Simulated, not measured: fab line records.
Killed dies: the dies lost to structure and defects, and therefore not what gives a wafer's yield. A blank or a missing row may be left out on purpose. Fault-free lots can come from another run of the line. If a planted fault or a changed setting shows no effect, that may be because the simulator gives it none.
Struck lot and sound lot, side by side    flow sfq line    26 steps out of a route of 325
Sound: the wafers L751.1, L751.3, L751.6. Wafers struck: L762.2, L762.4, L762.5. The cause is named last.
For every step that has rows: the tool of each side, followed by ch and its chambers, followed by its first start. Under that, the readings that differ: sound wafers    struck wafers    difference of the means    sigmas: that difference in standard deviations of wafers without a fault.
alike: words and numbers the same on both sides, and readings whose means are apart by under 2 such deviations; not compared: readings that were withheld, readings missing a value for some wafer, numbers with overlapping values and no deviation given by the record, and bounds like >300 which may hide the same value.
Wherever a step has rows on one side only, a row that says differs or no value, or a row with sigmas, the two part there. When numbers do not overlap yet have no deviation, they are printed without sigmas and do not part them. Lack of a reading on every wafer of one side parts them only where that side has two or more wafers.

SFQ_L0_RS_MEAS_901: measurement is done with a four-point probe.
  sound on film metro-03 at day 1 12:34; struck on film metro-03 at day 3 19:35
  alike: L0_MONX_KI_RS
SFQ_L0_THK_MEAS_902: measures by xrf.
  sound on film metro-03 at day 1 12:41; struck on film metro-03 at day 3 19:41
reading              sound           struck          difference  sigmas
L0_MONX_KI_THK (nm)  39.1 39.6 38.9  40.6 40.2 40.3  +1.2        +2
then, 6 steps without rows for these wafers: SFQ_TRILAYER_L0_LITHO_COAT_010 (resist thk 62 nm); SFQ_TRILAYER_L0_LITHO_COAT_005 (resist thk 594.7 nm); SFQ_TRILAYER_L0_LITHO_SOFTBAKE_009; SFQ_TRILAYER_L0_LITHO_EXPOSE_006 (exposes mask L0, target cd 2000 nm); SFQ_TRILAYER_L0_LITHO_PEB_008 (peb time 60 s); SFQ_TRILAYER_L0_LITHO_DEVELOP_007 (time 60 s).
-- the record jumps here: 3 days lie between the struck wafers' starts before and after --
SFQ_TRILAYER_L0_BARC_OPEN_METAL_ETCH_010: etches BARC in O2, target depth 125 nm, time 41.7 s.
  sound on rie metal-04 ch 1, day 3 09:13; struck on rie metal-01 ch 0, day 6 15:53
  alike: drypump motor current A, he backside leak sccm, oes product au, rf fwd power W
  not compared: rf hours counter h
then, 1 step without rows for these wafers: SFQ_TRILAYER_L0_ETCH_METAL_ETCH_008 (etches MoNx KI in SF6/O2, stops on SiO2, target depth 50 nm, time 25 s).
SFQ_TRILAYER_L0_STRIP_STRIP_009: strips in O2.
  sound on rie metal-04 ch 1, day 3 09:26; struck on rie metal-01 ch 0, day 6 16:17
reading                       sound           struck          difference  sigmas
he backside leak sccm (sccm)  3.79 3.43 3.82  3.20 3.18 3.07  -0.53       -2
  alike: drypump motor current A, oes product au, platen temp c
  not compared: rf hours counter h
then, 1 step without rows for these wafers: SFQ_TRILAYER_L0_STRIP_SOLV_CLEAN_010 (cleans in NMP, time 600 s).
SFQ_TRILAYER_L0_CAP_PECVD_011: deposits SiO2 from SiH4/N2O, time 13.333 s, target thk 60 nm.
  sound on pecvd-02 ch 1,2, day 3 10:48; struck on pecvd-02 ch 1,2, day 6 17:40
  alike: heater power w, rf fwd power W, throttle valve pct
then, 6 steps without rows for these wafers: SFQ_TRILAYER_L0_VIA_LITHO_COAT_018 (resist thk 62.55 nm); SFQ_TRILAYER_L0_VIA_LITHO_COAT_013 (resist thk 650 nm); SFQ_TRILAYER_L0_VIA_LITHO_SOFTBAKE_017; SFQ_TRILAYER_L0_VIA_LITHO_EXPOSE_014 (exposes mask L0V, target cd 700 nm); SFQ_TRILAYER_L0_VIA_LITHO_PEB_016 (peb time 60 s); SFQ_TRILAYER_L0_VIA_LITHO_DEVELOP_015 (time 60 s).
-- the record jumps here: 4 days lie between the struck wafers' starts before and after --
SFQ_L0V_OVL_MEAS_903:
  sound on overlay-02 at day 6 02:07; struck on overlay-02 at day 10 20:41
  alike: L0V_OVL
SFQ_TRILAYER_L0_VIA_BARC_OPEN_VIA_ETCH_021: etches BARC in O2, target depth 125 nm, time 41.7 s.
  sound on rie diel-02 ch 0,2,3, day 6 02:09; struck on rie diel-02 ch 0,2, day 10 20:43
  alike: drypump motor current A, oes product au, rf fwd power W
  not compared: rf hours counter h
SFQ_TRILAYER_L0_VIA_ETCH_VIA_ETCH_016: etches SiO2 in CHF3, stops on MoNx KI, target depth 80 nm.
  sound on rie diel-02 ch 0,2,3, day 6 02:11; struck on rie diel-02 ch 0,2, day 10 20:45
reading                          sound              struck             difference  sigmas
oes product au (a.u.)            0.845 0.849 0.857  0.996 1.006 0.997  +0.149      +20
model.L0V.feature depth nm (nm)  59.39 60.66 61.63  79.07 81.42 79.17  +19.33      
model.etch.depth nm (nm)         59.39 60.66 61.63  79.07 81.42 79.17  +19.33      
  alike: drypump motor current A, rf fwd power W
SFQ_TRILAYER_L0_VIA_STRIP_STRIP_017: strips in O2.
  sound on rie metal-03 ch 0,1, day 6 02:14; struck on rie metal-02 ch 1, day 10 21:00
  alike: drypump motor current A, he backside leak sccm, oes product au, platen temp c
  not compared: rf hours counter h
then, 1 step without rows for these wafers: SFQ_TRILAYER_L0_VIA_STRIP_SOLV_CLEAN_018 (cleans in NMP, time 600 s).
SFQ_TRILAYER_M0_DEP_PRE_CLEAN_020: time 15 s.
  sound on pvd sputter-03 at day 6 03:01; struck on pvd sputter-03 at day 10 22:10
reading                                              sound              struck           difference  sigmas
model.SiO2_of_TRILAYER_L0_CAP_PECVD_011.thk nm (nm)  54.39 55.66 56.63  115 117.3 116.7  +61         
SFQ_TRILAYER_M0_DEP_SPUTTER_019: material Nb, target thk 200 nm, time 133.3 s.
  sound on pvd sputter-03 at day 6 03:02; struck on pvd sputter-03 at day 10 22:12
  alike: throttle valve pct

## WHERE THEY PART
Earliest at SFQ_L0_THK_MEAS_902; latest, in this record, at SFQ_TRILAYER_L0_VIA_ETCH_VIA_ETCH_016. Later steps at which nothing parts them and some readings are alike: SFQ_TRILAYER_L0_VIA_STRIP_STRIP_017, SFQ_TRILAYER_M0_DEP_SPUTTER_019.

WHY: what had been put in by the simulator
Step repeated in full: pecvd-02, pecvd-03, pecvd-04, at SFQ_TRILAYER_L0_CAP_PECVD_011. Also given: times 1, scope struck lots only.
